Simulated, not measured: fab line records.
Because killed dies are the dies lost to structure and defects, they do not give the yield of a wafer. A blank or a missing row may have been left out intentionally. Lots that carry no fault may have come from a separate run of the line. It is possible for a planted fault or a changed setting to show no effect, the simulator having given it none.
Which tool is to blame? | flow sky130 | 30 wafers from 10 lots sampled at 4 of the route's 708 steps

== WHAT THE GAUGES READ, wafer by wafer ==
SKY_CAPM_RS_MEAS_03: a four-point-probe measurement.
lot  | measured     | on            | CAPM_TIN_RS (ohm/sq)
L152 | day 37 17:15 | film metro-01 | 7.04 6.83 7.00
L153 | day 38 18:53 | film metro-01 | 7.02 6.95 6.93
L155 | day 38 21:50 | film metro-03 | 9.78 9.94 9.66
L156 | day 39 12:33 | film metro-01 | 6.94 9.72 9.64
L164 | day 41 04:41 | film metro-03 | 6.85 6.82 6.85
L167 | day 42 06:49 | film metro-03 | 6.96 7.05 6.91
L168 | day 42 10:40 | film metro-04 | 6.97 6.89 6.99
L169 | day 42 15:47 | film metro-01 | 6.95 6.89 6.93
L171 | day 43 06:13 | film metro-03 | 6.85 6.89 6.80
L172 | day 43 07:34 | film metro-01 | 6.92 6.81 6.79

== EACH LOT AND THE TOOL THAT RAN IT (in order: tool; ch and the chambers of the sampled wafers; start) ==
lot  | SKY_METAL2_SPUTTER_04        | SKY_METAL2_METAL_ETCH_19          | SKY_CAPM_SPUTTER_02
L152 | pvd sputter-03, day 35 09:28 | rie metal-02 ch 0,1, day 36 12:01 | pvd sputter-02, day 37 17:07
L153 | pvd sputter-04, day 36 11:43 | rie metal-04 ch 0,1, day 37 14:07 | pvd sputter-02, day 38 18:46
L155 | pvd sputter-03, day 36 13:58 | rie metal-01 ch 0,1, day 37 16:34 | pvd sputter-02, day 38 21:44
L156 | pvd sputter-04, day 37 05:56 | rie metal-04 ch 0,1, day 38 08:31 | pvd sputter-02, day 39 12:25
L164 | pvd sputter-02, day 39 00:52 | rie metal-02 ch 0, day 40 01:59   | pvd sputter-01, day 41 04:32
L167 | pvd sputter-03, day 40 03:37 | rie metal-01 ch 0,1, day 41 04:04 | pvd sputter-02, day 42 06:43
L168 | pvd sputter-03, day 40 06:34 | rie metal-04 ch 0,1, day 41 06:55 | pvd sputter-02, day 42 10:34
L169 | pvd sputter-04, day 40 12:05 | rie metal-01 ch 0, day 41 12:46   | pvd sputter-04, day 42 15:41
L171 | pvd sputter-03, day 41 02:48 | rie metal-02 ch 0,1, day 42 03:40 | pvd sputter-01, day 43 06:06
L172 | pvd sputter-04, day 41 04:07 | rie metal-04 ch 0,1, day 42 04:19 | pvd sputter-02, day 43 07:26
- SKY_METAL2_SPUTTER_04: material TiN, target thk 70 nm, time 58.3 s.
- SKY_METAL2_METAL_ETCH_19: etches the open film in Cl2/BCl3, stops on SiO2, target depth 360 nm, time 78 s.
- SKY_CAPM_SPUTTER_02: material TiN, target thk 200 nm, time 166.7 s.

== THE ANSWER, worked out from the rows above alone ==
Rule: what is usual is taken from the lots themselves. Put in order of their means at a reading, lots are off if they are a third of the lots or fewer, leave a main group of 4 or more, and stand apart from it by a gap of 3 or more times the standard deviation of the main group's means; of several such gaps the widest counts. A main group is skipped when, at the precision printed for the reading in the tables above, its means are all equal. Also off: a lot with no number at a reading for which 4 or more lots have one. All remaining lots with rows at the step are treated as sound.
Off: L155, L156, at SKY_CAPM_RS_MEAS_03 (CAPM_TIN_RS). Main group: mean 6.91 ohm/sq, sd 0.056.
If a tool, at a process step before that reading, ran all the lots that are off and no sound lot after the first of them, it fits. Those tools and the gauges at SKY_CAPM_RS_MEAS_03 are tried in the same way. No candidate that was tried fits.

== WHAT HAD BEEN PUT IN BY THE SIMULATOR ==
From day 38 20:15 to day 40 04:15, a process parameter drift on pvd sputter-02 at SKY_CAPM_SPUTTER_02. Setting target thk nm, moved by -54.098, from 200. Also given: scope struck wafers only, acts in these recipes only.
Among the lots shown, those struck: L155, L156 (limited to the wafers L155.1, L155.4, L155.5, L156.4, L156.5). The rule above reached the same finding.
